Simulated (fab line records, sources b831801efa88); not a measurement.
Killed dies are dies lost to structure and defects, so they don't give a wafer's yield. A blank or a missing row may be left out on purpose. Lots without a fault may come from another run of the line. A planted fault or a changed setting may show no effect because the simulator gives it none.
Chamber matching | flow gf180mcu | GF_V1_CVD_02 on pecvd-02: 3 sister chambers
The step deposits SiO2 from TEOS, target thk 850 nm, time 94.851 s. 6 wafers are shown with their chamber, then 8 later ones without.

WAFERS WITH THEIR CHAMBER
wafer  | chamber | heater_power_w (W)
L636.4 | 1       | 613
L638.3 | 0       | 641
L645.1 | 1       | 658
L645.2 | 2       | 698
L645.5 | 2       | 578
L646.1 | 0       | 578

WAFERS WITHOUT THEIR CHAMBER
wafer  | heater_power_w (W)
L646.5 | 647
L646.6 | 632
L648.1 | 559
L648.2 | 726
L648.3 | 704
L651.1 | 711
L651.2 | 656
L651.3 | 660

WHICH CHAMBER EACH WENT THROUGH
wafer  | from the rows above          | in truth
L646.5 | can't be placed: 2 or 1 or 0 | 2
L646.6 | can't be placed: 1 or 2 or 0 | 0
L648.1 | can't be placed: 0 or 1 or 2 | 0
L648.2 | can't be placed: 2 or 1 or 0 | 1
L648.3 | can't be placed: 2 or 1 or 0 | 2
L651.1 | can't be placed: 2 or 1 or 0 | 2
L651.2 | can't be placed: 2 or 1 or 0 | 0
L651.3 | can't be placed: 2 or 1 or 0 | 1
Placed correctly: 0 of 8. Can't be placed from these rows: 8 (the true chamber is among the candidates in 8). Placed wrongly: 0.
How it was worked out, from the rows above alone: a wafer's distance from a chamber is the root of the sum, over the readings, of the square of ((its reading less the chamber's mean) divided by the reading's scatter). The wafer belongs to the nearest chamber; if the next one is less than 2 further off, it can't be placed. A chamber's mean is the mean of its shown wafers. The scatter: the root of (the sum of the squares of (reading less its chamber's mean) over the shown wafers, divided by (wafers less chambers)).
